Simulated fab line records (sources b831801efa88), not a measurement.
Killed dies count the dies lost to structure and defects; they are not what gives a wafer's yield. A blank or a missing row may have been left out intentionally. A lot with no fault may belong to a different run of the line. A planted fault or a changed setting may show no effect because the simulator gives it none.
Struck lot and sound lot, side by side    flow sky130    25 steps out of a route of 708
Sound: these wafers, L716.1, L716.4, L716.6. Struck: wafer L723.3 (left out: L723.4, L723.6 of the same lot, which were not struck); the cause appears at the end.
Each step with rows lists, per side, the tool, then ch with its chambers, then its first start. Under that, the readings that differ: sound wafers    struck wafers    difference of the means    sigmas: that difference in standard deviations of wafers without a fault.
alike: readings whose means differ by less than 2 such deviations, and words and numbers that are the same on both sides. not compared: withheld readings, readings that some wafer has no value for, bounds like >300 that may hide the same value, and numbers for which the record gives no deviation and whose values overlap.
A row with sigmas, a row that says differs or no value, or rows on one side alone: a step with any of these is where the two part. When numbers do not overlap yet have no deviation, they are printed without sigmas and do not part them. Lack of a reading on every wafer of one side parts them only where that side has two or more wafers.

SKY_VIA2_CMP_02: polishes SiO2.
  sound on cmp-01 ch 2,3, day 36 00:11; struck on cmp-01 ch 2, day 38 09:24
  alike: head pressure psi, motor current A
SKY_VIA2_BOW_MEAS_03:
  sound on film metro-04, day 36 00:29; struck on film metro-03, day 38 09:44
  alike: VIA2_BOW
then, 8 steps without rows for these wafers: SKY_VIA2_DEHYDRATE_04 (time 60 s); SKY_VIA2_HMDS_05 (prime time 60 s); SKY_VIA2_COAT_06 (resist thk 60 nm); SKY_VIA2_COAT_07 (resist thk 450 nm); SKY_VIA2_SOFTBAKE_08 (time 90 s); SKY_VIA2_EXPOSE_09 (exposes mask VIM2, target cd 200 nm); SKY_VIA2_PEB_10; SKY_VIA2_DEVELOP_11 (develop time 60 s).
SKY_VIA2_CD_MEAS_12 targets a cd of 200 nm.
  sound on cd sem-02, day 37 02:58; struck on cd sem-02, day 39 10:37
  alike: cd nm
SKY_VIA2_OVL_MEAS_13:
  sound on overlay-01, day 37 03:05; struck on overlay-02, day 39 10:43
  alike: VIA2_OVL
SKY_VIA2_ETCH_14: etches BARC in N2/H2, stops on SiO2, time 45.9 s, target depth 60 nm.
  sound on rie diel-01 ch 2,3, day 37 03:08; struck on rie diel-02 ch 1, day 39 10:44
reading                                      sound                 struck  difference  sigmas
oes product au (a.u.)                        0.861 0.849 0.855     0.824   -0.031      -6
throttle valve pct (%)                       13.222 13.254 13.237  13.214  -0.024      -3
model.KrF-thick_of_VIA2_COAT_07.thk nm (nm)  391.8 393.2 393       405.8   +13.1       
model.etch.depth nm (nm)                     59.7 59.81 59.76      55.52   -4.24       
model.VIA2.cd nm (nm)                        201.4 202.5 201.1     198.9   -2.8        
  alike: drypump motor current A
  not compared: rf hours counter h
SKY_VIA2_ETCH_15: etches SiO2 in C4F8/O2/Ar, stops on TiN, target depth 546 nm, time 84 s.
  sound on rie diel-01 ch 2,3, day 37 03:10; struck on rie diel-02 ch 1, day 39 10:46
reading                                      sound              struck  difference  sigmas
oes product au (a.u.)                        0.942 0.939 0.941  0.371   -0.570      -99 or more
model.KrF-thick_of_VIA2_COAT_07.thk nm (nm)  282.3 282.7 285    295.7   +12.4       
  not compared: rf hours counter h
SKY_VIA2_STRIP_16: strips in O2/N2.
  sound on plasma asher-01 ch 0,1, day 37 03:14; struck on plasma asher-01 ch 1, day 39 10:52
reading                       sound              struck  difference  sigmas
strip time to endpoint s (s)  4.020 4.040 4.078  4.178   +0.132      +6
  alike: drypump motor current A, oes product au
  not compared: rf hours counter h
then, 3 steps without rows for these wafers: SKY_VIA2_STRIP_17 (strips in post etch residue remover, time 1200 s); SKY_VIA2_CLEAN_18 (cleans in IPA, time 180 s); SKY_VIA2_CLEAN_19 (cleans in O3/DIW).
SKY_VIA2_SPUTTER_20: material TiN, target thk 20 nm, time 80 s.
  sound on pvd sputter-02, day 37 03:52; struck on pvd sputter-01, day 39 11:26
  alike: throttle valve pct
SKY_VIA2_CVD_21: deposits W, target thk 420 nm, time 126.4 s.
  sound on cvd w-01 ch 1, day 37 03:56; struck on cvd w-02 ch 1, day 39 11:32
  alike: heater power w, susceptor temp C
  not compared: since wet clean h
SKY_VIA2_CMP_24: polishes, stops on SiO2, t overpolish 20 s, target thk 0 nm.
  sound on cmp-02 ch 1,3, day 37 04:14; struck on cmp-01 ch 2, day 39 11:52
reading                 sound                 struck  difference  sigmas
overpolish run s (s)    20.002 20.013 20.005  19.989  -0.018      -2
time to endpoint s (s)  108 109 108           100     -8          -2
  alike: head pressure psi, motor current A
SKY_METAL3_SPUTTER_00: material Ti, target thk 15 nm, time 10 s.
  rows exist in the record for the sound wafers here (pvd sputter-03, day 37 04:32), none for the struck ones
SKY_METAL3_SPUTTER_01: material TiN, target thk 20 nm, time 16.7 s.
  rows exist in the record for the sound wafers here (pvd sputter-03, day 37 04:34), none for the struck ones
SKY_METAL3_SPUTTER_02: material AlCu, target thk 735 nm, time 39.1 s.
  rows exist in the record for the sound wafers here (pvd sputter-03, day 37 04:35), none for the struck ones
-- the record jumps here: 9 days lie between the struck wafers' starts before and after (it left off in module METAL3 and takes up again in module PAD_OPEN, whose first step shown is number 708 of the route) --
SKY_PAD_OPEN_PROBE_99:
  sound on prober-02, day 46 12:15; struck on prober-01, day 48 05:37
reading                                       sound  struck  difference  sigmas
model.etest.licon to gate.open                0 0 0  1       +1          
model.etest.res_p_drift_20v.open              0 0 0  1       +1          
model.etest.res poly.open                     0 0 0  1       +1          
model.etest.met2 comb.under floor             0 0 0  1       +1          
model.etest.pfet_16v.under floor              0 0 0  1       +1          
model.etest.field p.under floor               0 0 0  1       +1          
model.etest.diode pdiff nwell hv.under floor  0 0 0  1       +1          
model.etest.cap poly to well.open             0 0 0  1       +1          

== WHERE THEY PART ==
At SKY_VIA2_ETCH_14 first; at SKY_METAL3_SPUTTER_02 last (within this record only).

WHY: what had been put in by the simulator
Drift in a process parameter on rie diel-02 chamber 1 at SKY_VIA2_ETCH_14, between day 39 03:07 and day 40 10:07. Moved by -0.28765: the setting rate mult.
